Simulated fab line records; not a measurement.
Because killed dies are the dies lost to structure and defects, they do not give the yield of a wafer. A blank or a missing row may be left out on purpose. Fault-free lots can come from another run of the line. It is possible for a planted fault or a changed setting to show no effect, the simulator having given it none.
2 desks looking at one fault ; flow sky130 ; each desk holds nothing but its own numbers, with what lay behind them at the end

FROM THE METROLOGY DESK
What the gauges read for every lot (on any tool): the sampled wafers with a number, averaged. Any lot whose mean is over 4 standard deviations away from the usual mean is out of limits and marked OUT; that distance is given in the brackets.
Columns: A = POLY_CUT_OVL at SKY_POLY_CUT_OVL_MEAS_09, usual 4 nm; B = SD_P_TW at SKY_SD_P_TW_MEAS_11, usual 2846; C = RES_XHIGH_RS at SKY_SD_N_RS_MEAS_18, usual 333.9 ohm/sq
lot;first seen here;A;B;C
L942;day 25 15:16;0;2864;335.0
L941;day 25 17:16;8;2860;335.2
L943;day 25 17:19;-2;2853;332.9
L945;day 26 09:04;4;2768;334.2
L946;day 26 20:37;5;2863;333.9
L949;day 27 06:07;2;2859;333.1
L953;day 28 18:58;-4;2772;332.5
L955;day 29 10:31;6;2873;328.0 (-4.9) OUT
L956;day 29 12:25;7;2857;327.1 (-5.6) OUT
L959;day 30 14:55;10;2855;334.7
L964;day 31 23:16;6;2791;333.1
L963;day 32 01:28;1;2789;332.8
Per this desk, out of limits: L955, L956; the first was L955, day 32 22:15 (RES_XHIGH_RS at SKY_SD_N_RS_MEAS_18). In limits: L942, L941, L943, L945, L946, L949, L953, L959, L964, L963.

TOOL OWNER'S DESK, implanter-01
SKY_RES_XHIGH_IMPLANT_07, tool's own readings: per-lot mean of the sampled wafers with a number, covering each lot this tool ran. Any lot whose mean is over 4 standard deviations away from the usual mean is out of limits and marked OUT; that distance is given in the brackets.
Columns: A = dose_ions_cm2 at SKY_RES_XHIGH_IMPLANT_07, usual 3.601e+14
lot;first seen here;A
L942;day 28 02:55;3.601e+14
L941;day 28 04:42;3.597e+14
L953;day 31 02:17;3.600e+14
L955;day 31 17:55;3.677e+14 (+17) OUT
L956;day 31 19:47;3.675e+14 (+17) OUT
Finding of this desk: L955, L956 out of limits; the first was L955 at day 31 17:55, on dose_ions_cm2 at SKY_RES_XHIGH_IMPLANT_07. In limits: L942, L941, L953.

ALL TOGETHER
The tool owner's desk could have raised an alarm at day 31 17:55, on L955, L956.
The metrology desk could have raised an alarm at day 32 22:15, on L955, L956.
All the named lots went through SKY_RES_XHIGH_IMPLANT_07 on implanter-01.

WHAT HAD BEEN PUT IN BY THE SIMULATOR
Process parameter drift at SKY_RES_XHIGH_IMPLANT_07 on implanter-01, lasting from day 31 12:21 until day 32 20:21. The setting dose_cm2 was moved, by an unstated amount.
Lots struck among those shown: L955, L956.
Delay (hours) between the fault's onset and each desk's first out-of-limits reading: 6 at the tool owner's desk, 34 at the metrology desk.
